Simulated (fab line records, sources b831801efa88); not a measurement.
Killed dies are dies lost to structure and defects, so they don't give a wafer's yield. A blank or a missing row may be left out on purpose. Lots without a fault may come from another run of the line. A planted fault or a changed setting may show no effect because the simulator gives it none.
Which tool did it? | flow sky130 | 12 lots, 36 wafers sampled, at 6 steps of a route of 708

WHAT THE GAUGES READ, wafer by wafer
SKY_NWELL_TW_MEAS_15. Usual: NWELL_TW 1816, standard deviation 9.1.
lot  | measured     | on            | NWELL_TW       | flag
L363 | day 4 12:31  | film_metro-03 | 1811 1818 1821 |
L364 | day 4 21:10  | film_metro-01 | 1816 1813 1811 |
L365 | day 5 02:55  | film_metro-01 | 1821 1818 1828 |
L366 | day 5 08:59  | film_metro-02 | 1828 1832 1836 |
L367 | day 5 13:23  | film_metro-03 | 1815 1810 1812 |
L368 | day 5 21:43  | film_metro-01 | 1823 1822 1820 |
L369 | day 6 01:04  | film_metro-01 | 1806 1805 1804 |
L373 | day 6 21:24  | film_metro-02 | 1892 1888 1890 | OFF
L376 | day 7 17:25  | film_metro-02 | 1872 1886 1887 | OFF
L381 | day 8 23:07  | film_metro-03 | 1825 1805 1823 |
L382 | day 9 11:04  | film_metro-01 | 1806 1818 1818 |
L385 | day 10 01:25 | film_metro-01 | 1824 1822 1818 |

SKY_NWELL_RS_MEAS_29: measures by four-point-probe. Usual: NWELL_RS 625.1 ohm/sq, standard deviation 1.7.
lot  | measured     | on            | NWELL_RS (ohm/sq) | flag
L363 | day 5 06:56  | film_metro-02 | 623.9 624.2 623.1 |
L364 | day 5 14:59  | film_metro-03 | 622.3 623.1 624.1 |
L365 | day 5 20:04  | film_metro-01 | 624.4 624.1 625.5 |
L366 | day 6 02:35  | film_metro-01 | 626.8 623.2 624.0 |
L367 | day 6 06:26  | film_metro-02 | 626.1 626.3 624.2 |
L368 | day 6 15:55  | film_metro-02 | 622.3 621.3 622.8 |
L369 | day 6 19:39  | film_metro-03 | 626.5 624.4 623.8 |
L373 | day 7 17:42  | film_metro-01 | 585.1 587.2 586.2 | OFF
L376 | day 8 13:50  | film_metro-02 | 588.9 590.2 587.5 | OFF
L381 | day 9 20:46  | film_metro-01 | 627.2 625.4 625.7 |
L382 | day 10 09:05 | film_metro-03 | 625.0 623.3 625.0 |
L385 | day 10 23:34 | film_metro-01 | 626.4 626.2 627.8 |

SKY_LI_CONTACT_CD_MEAS_12: target cd 170 nm. Usual: cd_nm 170.0 nm, standard deviation 1.9.
lot  | measured     | on        | cd_nm (nm)        | flag
L363 | day 28 23:41 | cd_sem-02 | 174.5 175.2 174.2 |
L364 | day 29 11:46 | cd_sem-02 | 168.8 170.1 170.3 |
L365 | day 29 17:17 | cd_sem-01 | 167.8 170.4 169.1 |
L366 | day 30 03:44 | cd_sem-01 | 172.3 170.9 170.8 |
L367 | day 30 02:18 | cd_sem-01 | 171.1 170.9 170.8 |
L368 | day 30 15:18 | cd_sem-02 | 169.3 169.5 169.7 |
L369 | day 31 04:21 | cd_sem-02 | 172.1 172.2 171.5 |
L373 | day 32 18:13 | cd_sem-02 | 172.4 174.4 171.5 |
L376 | day 33 09:02 | cd_sem-02 | 169.0 169.8 169.8 |
L381 | day 35 00:24 | cd_sem-02 | 169.4 170.8 170.6 |
L382 | day 35 13:16 | cd_sem-01 | 173.0 169.8 171.8 |
L385 | day 36 02:59 | cd_sem-02 | 168.4 169.4 168.4 |

SKY_LI_CONTACT_RS_MEAS_22: measures by four-point-probe. Usual: LI_CONTACT_W_RS 0.286 ohm/sq, standard deviation 0.0031.
lot  | measured     | on            | LI_CONTACT_W_RS (ohm/sq) | flag
L363 | day 29 00:31 | film_metro-03 | 0.288 0.285 0.283        |
L364 | day 29 12:36 | film_metro-03 | 0.290 0.288 0.288        |
L365 | day 29 18:08 | film_metro-03 | 0.286 0.289 0.286        |
L366 | day 30 04:37 | film_metro-04 | 0.288 0.287 0.285        |
L367 | day 30 03:09 | film_metro-04 | 0.290 0.289 0.289        |
L368 | day 30 16:10 | film_metro-03 | 0.289 0.288 0.292        |
L369 | day 31 05:11 | film_metro-04 | 0.288 0.285 0.286        |
L373 | day 32 19:04 | film_metro-04 | 0.287 0.288 0.287        |
L376 | day 33 09:53 | film_metro-04 | 0.282 0.283 0.281        |
L381 | day 35 01:14 | film_metro-03 | 0.291 0.289 0.290        |
L382 | day 35 14:07 | film_metro-01 | 0.285 0.284 0.286        |
L385 | day 36 03:57 | film_metro-03 | 0.289 0.286 0.286        |

WHICH TOOL RAN EACH LOT (tool, then ch and the chambers of the sampled wafers, then the start)
lot  | SKY_NWELL_IMPLANT_11            | SKY_LI_CONTACT_CMP_02
L363 | implanter-04 ch 0, day 4 11:58  | cmp-01 ch 1,2,3, day 27 19:01
L364 | implanter-03 ch 0, day 4 20:38  | cmp-02 ch 1,2, day 28 07:14
L365 | implanter-02 ch 0, day 5 02:22  | cmp-02 ch 0,1,3, day 28 12:44
L366 | implanter-03 ch 0, day 5 08:26  | cmp-01 ch 1,2, day 28 23:21
L367 | implanter-03 ch 0, day 5 12:51  | cmp-02 ch 1,2,3, day 28 22:05
L368 | implanter-04 ch 0, day 5 21:09  | cmp-02 ch 0,1, day 29 11:52
L369 | implanter-04 ch 0, day 6 00:31  | cmp-02 ch 0,1, day 30 01:08
L373 | implanter-03 ch 0, day 6 20:52  | cmp-01 ch 0,1,3, day 31 15:05
L376 | implanter-03 ch 0, day 7 16:52  | cmp-01 ch 1,3, day 32 06:04
L381 | implanter-02 ch 0, day 8 22:34  | cmp-02 ch 0,1,3, day 33 21:07
L382 | implanter-02 ch 0, day 9 10:32  | cmp-02 ch 0,1,3, day 34 10:17
L385 | implanter-02 ch 0, day 10 00:53 | cmp-01 ch 0,3, day 35 00:27
- SKY_NWELL_IMPLANT_11
- SKY_LI_CONTACT_CMP_02: polishes PSG.

WHAT THE TOOLS THEMSELVES READ (means of the sampled wafers that have a number; where no wafer has one, the mark that the record gives instead)
SKY_NWELL_IMPLANT_11. Usual: beam_on_s 10.02 s, standard deviation 0.2; dose_ions_cm2 1.9001e+13, standard deviation 2e+10; faraday_current_uA 106.9, standard deviation 2.1.
lot  | tool         | beam_on_s (s) | dose_ions_cm2 | faraday_current_uA | flag
L363 | implanter-04 | 10.17         | 1.8995e+13    | 105.0              |
L364 | implanter-03 | 10.12         | 1.9016e+13    | 106.0              |
L365 | implanter-02 | 9.99          | 1.9020e+13    | 107.0              |
L366 | implanter-03 | 10.16         | 1.9022e+13    | 105.4              |
L367 | implanter-03 | 10.09         | 1.8994e+13    | 106.4              |
L368 | implanter-04 | 10.08         | 1.8995e+13    | 106.2              |
L369 | implanter-04 | 10.08         | 1.9000e+13    | 106.5              |
L373 | implanter-03 | 10.20         | 2.1365e+13    | 117.7              | OFF
L376 | implanter-03 | 9.97          | 2.1378e+13    | 120.6              | OFF
L381 | implanter-02 | 9.98          | 1.9004e+13    | 107.4              |
L382 | implanter-02 | 10.07         | 1.9012e+13    | 106.5              |
L385 | implanter-02 | 9.98          | 1.8992e+13    | 107.4              |

SKY_LI_CONTACT_CMP_02. Usual: motor_current_A 12.9 A, standard deviation 1.3; time_to_endpoint_s 32.7 s, standard deviation 2.7.
lot  | tool   | motor_current_A (A) | time_to_endpoint_s (s) | flag
L363 | cmp-01 | 11.6                | 34.2                   |
L364 | cmp-02 | 14.5                | 33.9                   |
L365 | cmp-02 | 13.4                | 31.6                   |
L366 | cmp-01 | 12.2                | 37.7                   |
L367 | cmp-02 | 13.9                | 29.1                   |
L368 | cmp-02 | 13.2                | 32.0                   |
L369 | cmp-02 | 14.0                | 32.4                   |
L373 | cmp-01 | 12.1                | 30.5                   |
L376 | cmp-01 | 11.2                | 33.8                   |
L381 | cmp-02 | 13.1                | 34.3                   |
L382 | cmp-02 | 13.0                | 35.6                   |
L385 | cmp-01 | 11.6                | 35.6                   |

THE ANSWER, worked out from the rows above alone
Rule: a lot is off if the mean of its wafers that have a number lies more than 3 standard deviations from the usual mean. A lot without any number at a reading at which 4 lots or more have one is off too. The other lots that the step has rows for count as sound. The gauges are gone through in route order, then the tools' own readings, and for those a lot's mean is taken as printed above. The first step at which some lot is off is used, and at that step the reading that is off furthest; a lot without a number counts as furthest.
Off: L373, L376, at SKY_NWELL_TW_MEAS_15 (NWELL_TW).
A tool fits if, at a process step before that reading, it ran every lot that is off, and no sound lot after the first of them. The gauges at SKY_NWELL_TW_MEAS_15 aren't tried: what is off there is off at SKY_NWELL_IMPLANT_11 too, on other tools, and a gauge's error can't cause that. One fits: implanter-03 at SKY_NWELL_IMPLANT_11. Its last sound lot is L367 (day 5 12:51), its first lot that is off L373 (day 6 20:52): a fault that began between those two fits.
The tool's own readings at SKY_NWELL_IMPLANT_11 bear it out: on the lots that are off they differ by more than 5 times the standard deviation of the sound lots' means. dose_ions_cm2 reads 2.1372e+13 there against 1.9005e+13 on the sound lots; faraday_current_uA reads 119.2 there against 106.4 on the sound lots.

WHAT THE SIMULATOR HAD PUT IN
Process parameter drift: implanter-03, from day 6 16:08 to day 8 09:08, at SKY_NWELL_IMPLANT_11. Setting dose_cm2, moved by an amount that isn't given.
Lots struck among those shown: L373, L376. The rule above found the same.
